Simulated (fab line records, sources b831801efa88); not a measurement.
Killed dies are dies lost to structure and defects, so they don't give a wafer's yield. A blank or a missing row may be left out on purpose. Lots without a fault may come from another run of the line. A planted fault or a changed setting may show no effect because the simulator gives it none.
Which tool did it? | flow sky130 | 11 lots, 33 wafers sampled, at 5 steps of a route of 708

WHAT THE GAUGES READ, wafer by wafer
SKY_FIELD_ISO_THK_MEAS_04. Usual: FIELD_ISO_CVD_03_THK 159.0 nm, standard deviation 1.6.
lot  | measured    | on            | FIELD_ISO_CVD_03_THK (nm) | flag
L688 | day 1 13:58 | film_metro-01 | 155.7 157.1 157.4         |
L689 | day 1 19:27 | film_metro-01 | 159.6 160.5 159.9         |
L690 | day 2 00:55 | film_metro-01 | 158.6 158.0 158.9         |
L691 | day 2 07:41 | film_metro-02 | 159.3 158.4 159.4         |
L692 | day 2 11:52 | film_metro-03 | 156.6 157.1 157.6         |
L694 | day 2 20:48 | film_metro-01 | 161.3 160.5 160.7         |
L696 | day 3 10:17 | film_metro-02 | 159.9 160.3 160.1         |
L697 | day 3 16:19 | film_metro-01 | 135.7 137.5 136.6         | OFF
L698 | day 3 16:20 | film_metro-02 | 135.4 136.0 135.3         | OFF
L699 | day 3 20:55 | film_metro-03 | 137.1 137.0 136.1         | OFF
L700 | day 4 03:17 | film_metro-02 | 140.6 139.7 140.2         | OFF

SKY_LI_CONTACT_THK_MEAS_01. Usual: LI_CONTACT_HDPCVD_THK 917 nm, standard deviation 11.
lot  | measured     | on            | LI_CONTACT_HDPCVD_THK (nm) | flag
L688 | day 27 21:08 | film_metro-01 | 942 923 941                |
L689 | day 27 23:47 | film_metro-04 | 917 931 911                |
L690 | day 28 02:34 | film_metro-01 | 913 905 924                |
L691 | day 29 01:57 | film_metro-03 | 928 921 905                |
L692 | day 29 19:14 | film_metro-04 | 917 905 919                |
L694 | day 32 11:49 | film_metro-04 | 900 900 922                |
L696 | day 32 09:50 | film_metro-04 | 897 902 911                |
L697 | day 32 17:05 | film_metro-01 | 907 898 907                |
L698 | day 32 09:48 | film_metro-03 | 905 905 931                |
L699 | day 32 13:27 | film_metro-03 | 912 909 929                |
L700 | day 32 14:31 | film_metro-04 | 916 915 918                |

SKY_LI_CONTACT_THK_MEAS_23: measures by xrf. Usual: LI_CONTACT_W_THK 397 nm, standard deviation 6.
lot  | measured     | on            | LI_CONTACT_W_THK (nm) | flag
L688 | day 29 03:33 | film_metro-04 | 410 397 399           |
L689 | day 29 05:06 | film_metro-04 | 397 407 396           |
L690 | day 29 08:35 | film_metro-04 | 404 399 405           |
L691 | day 30 07:24 | film_metro-01 | 400 386 381           |
L692 | day 30 23:50 | film_metro-04 | 393 383 387           |
L694 | day 33 14:59 | film_metro-03 | 397 381 391           |
L696 | day 33 14:03 | film_metro-01 | 400 404 402           |
L697 | day 33 20:20 | film_metro-03 | 394 397 389           |
L698 | day 33 14:13 | film_metro-03 | 388 389 391           |
L699 | day 33 17:26 | film_metro-01 | 410 408 401           |
L700 | day 33 19:01 | film_metro-04 | 392 395 396           |

WHICH TOOL RAN EACH LOT (tool, then ch and the chambers of the sampled wafers, then the start)
lot  | SKY_FIELD_ISO_CVD_03       | SKY_FIELD_ISO_ETCH_15
L688 | lpcvd-02 ch 0, day 1 12:10 | rie_diel-03 ch 0,1,2, day 2 05:13
L689 | lpcvd-02 ch 0, day 1 17:40 | rie_diel-03 ch 0,1,2, day 2 10:09
L690 | lpcvd-02 ch 0, day 1 23:07 | rie_diel-01 ch 1,2,3, day 2 15:41
L691 | lpcvd-02 ch 1, day 2 05:53 | rie_diel-01 ch 0,1, day 2 23:34
L692 | lpcvd-02 ch 0, day 2 10:05 | rie_diel-04 ch 1,3, day 3 03:13
L694 | lpcvd-02 ch 1, day 2 19:01 | rie_diel-04 ch 2,3, day 3 12:41
L696 | lpcvd-02 ch 0, day 3 08:30 | rie_diel-03 ch 0,2,3, day 4 02:21
L697 | lpcvd-02 ch 1, day 3 14:32 | rie_diel-03 ch 1,3, day 4 08:54
L698 | lpcvd-02 ch 1, day 3 14:32 | rie_diel-01 ch 1,2, day 4 09:01
L699 | lpcvd-02 ch 1, day 3 19:07 | rie_diel-03 ch 1,2, day 4 13:52
L700 | lpcvd-02 ch 0, day 4 01:30 | rie_diel-04 ch 0,1,3, day 4 20:41
- SKY_FIELD_ISO_CVD_03: deposits Si3N4 from DCS/NH3, target thk 165 nm, time 2742 s.
- SKY_FIELD_ISO_ETCH_15: etches the open film in CHF3/O2, stops on Si, target depth 180 nm, time 72 s.

WHAT THE TOOLS THEMSELVES READ (means of the sampled wafers that have a number; where no wafer has one, the mark that the record gives instead)
SKY_FIELD_ISO_CVD_03. Usual: spike_tc_upper_C 769.9 C, standard deviation 1.3.
lot  | tool     | spike_tc_upper_C (C) | flag
L688 | lpcvd-02 | 769.0                |
L689 | lpcvd-02 | 768.7                |
L690 | lpcvd-02 | 769.8                |
L691 | lpcvd-02 | 769.9                |
L692 | lpcvd-02 | 769.2                |
L694 | lpcvd-02 | 771.1                |
L696 | lpcvd-02 | 769.5                |
L697 | lpcvd-02 | 771.7                |
L698 | lpcvd-02 | 770.7                |
L699 | lpcvd-02 | 770.9                |
L700 | lpcvd-02 | 768.8                |

SKY_FIELD_ISO_ETCH_15. Usual: drypump_motor_current_A 5.6 A, standard deviation 0.39; oes_product_au 0.925 a.u., standard deviation 0.0071; throttle_valve_pct 8.837 %, standard deviation 0.0087.
lot  | tool        | drypump_motor_current_A (A) | oes_product_au (a.u.) | throttle_valve_pct (%) | flag
L688 | rie_diel-03 | 5.5                         | 0.916                 | 8.826                  |
L689 | rie_diel-03 | 5.5                         | 0.933                 | 8.851                  |
L690 | rie_diel-01 | 5.6                         | 0.925                 | 8.844                  |
L691 | rie_diel-01 | 5.6                         | 0.920                 | 8.834                  |
L692 | rie_diel-04 | 5.4                         | 0.919                 | 8.839                  |
L694 | rie_diel-04 | 6.0                         | 0.931                 | 8.840                  |
L696 | rie_diel-03 | 5.9                         | 0.929                 | 8.840                  |
L697 | rie_diel-03 | 5.5                         | 0.848                 | 8.824                  | OFF
L698 | rie_diel-01 | 5.8                         | 0.845                 | 8.816                  | OFF
L699 | rie_diel-03 | 5.4                         | 0.852                 | 8.810                  | OFF
L700 | rie_diel-04 | 5.2                         | 0.862                 | 8.821                  | OFF

THE ANSWER, worked out from the rows above alone
Rule: a lot is off if the mean of its wafers that have a number lies more than 3 standard deviations from the usual mean. A lot without any number at a reading at which 4 lots or more have one is off too. The other lots that the step has rows for count as sound. The gauges are gone through in route order, then the tools' own readings, and for those a lot's mean is taken as printed above. The first step at which some lot is off is used, and at that step the reading that is off furthest; a lot without a number counts as furthest.
Off: L697, L698, L699, L700, at SKY_FIELD_ISO_THK_MEAS_04 (FIELD_ISO_CVD_03_THK).
A tool fits if, at a process step before that reading, it ran every lot that is off, and no sound lot after the first of them. The gauges at SKY_FIELD_ISO_THK_MEAS_04 aren't tried: what is off there is off at SKY_FIELD_ISO_ETCH_15 too, on other tools, and a gauge's error can't cause that. One fits: lpcvd-02 at SKY_FIELD_ISO_CVD_03. Its last sound lot is L696 (day 3 08:30), its first lot that is off L697 (day 3 14:32): a fault that began between those two fits.

WHAT THE SIMULATOR HAD PUT IN
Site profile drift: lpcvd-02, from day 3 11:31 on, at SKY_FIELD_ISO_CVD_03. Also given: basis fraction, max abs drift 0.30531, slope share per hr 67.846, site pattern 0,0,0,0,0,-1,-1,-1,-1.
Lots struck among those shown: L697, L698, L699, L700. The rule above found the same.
